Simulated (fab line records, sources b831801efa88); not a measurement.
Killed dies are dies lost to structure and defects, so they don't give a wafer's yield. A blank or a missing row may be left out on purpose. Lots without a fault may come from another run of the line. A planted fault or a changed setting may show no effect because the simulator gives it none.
One fault seen from 2 desks | flow sky130 | each desk has only its own numbers; what lay behind them comes last

THE TOOL OWNER'S DESK: implanter-02
The tool's own readings at SKY_LDD_N_IMPLANT_13: means of the sampled wafers that have a number, for each lot that ran on this tool. A lot is out of limits, marked OUT, if its mean lies more than 4 standard deviations from the usual mean; the brackets give that distance.
Columns: A = rotation_deg at SKY_LDD_N_IMPLANT_13, usual 90.000 degrees
lot  | first seen here | A
L338 | day 17 13:19    | 90.024
L340 | day 18 05:31    | 89.991
L343 | day 19 14:05    | 90.000
L346 | day 20 20:33    | 89.979
L350 | day 22 03:49    | 89.999
L355 | day 24 01:49    | 283.450 (+99 or more) OUT
L357 | day 24 20:05    | 283.443 (+99 or more) OUT
This desk's finding: out of limits on L355, L357; first on L355, day 24 01:49 (rotation_deg at SKY_LDD_N_IMPLANT_13). In limits: L338, L340, L343, L346, L350.

THE METROLOGY DESK
What the gauges read, lot by lot, whatever tool the lot ran on: means of the sampled wafers that have a number. A lot is out of limits, marked OUT, if its mean lies more than 4 standard deviations from the usual mean; the brackets give that distance.
Columns: A = LDD_N_TW at SKY_LDD_N_TW_MEAS_17, usual 2590; B = LDD_HVN_OVL at SKY_LDD_HVN_OVL_MEAS_07, usual -0.8 nm
lot  | first seen here | A    | B
L338 | day 17 13:52    | 2599 | -1.7
L340 | day 18 06:02    | 2574 | -1.4
L341 | day 19 02:20    | 2572 | -0.8
L342 | day 19 11:40    | 2592 | -2.9
L343 | day 19 14:38    | 2590 | -0.5
L344 | day 20 06:47    | 2599 | 1.5
L345 | day 20 14:57    | 2592 | 0.4
L346 | day 20 21:06    | 2577 | 0.7
L347 | day 21 04:20    | 2598 | -3.2
L350 | day 22 04:22    | 2572 | -1.4
L355 | day 24 02:20    | 2578 | -0.4
L357 | day 24 20:38    | 2588 | -1.7
L361 | day 26 01:04    | 2597 | -1.0
This desk's finding: nothing out of limits on any of the 13 lots.

PUT TOGETHER
The tool owner's desk could have raised an alarm at day 24 01:49, on L355, L357.
The metrology desk saw nothing out of limits.
The metrology desk has L355, L357 on record, within its limits.
Of the lots named, all ran SKY_LDD_N_IMPLANT_13 on implanter-02.

WHAT THE SIMULATOR HAD PUT IN
Process parameter drift: implanter-02, from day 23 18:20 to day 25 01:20, at SKY_LDD_N_IMPLANT_13. Setting rotation_deg, moved by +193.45, from 90. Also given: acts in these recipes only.
Lots struck among those shown: L355, L357.
Hours from the fault's start to each desk's first reading out of limits: the tool owner's desk, 7.
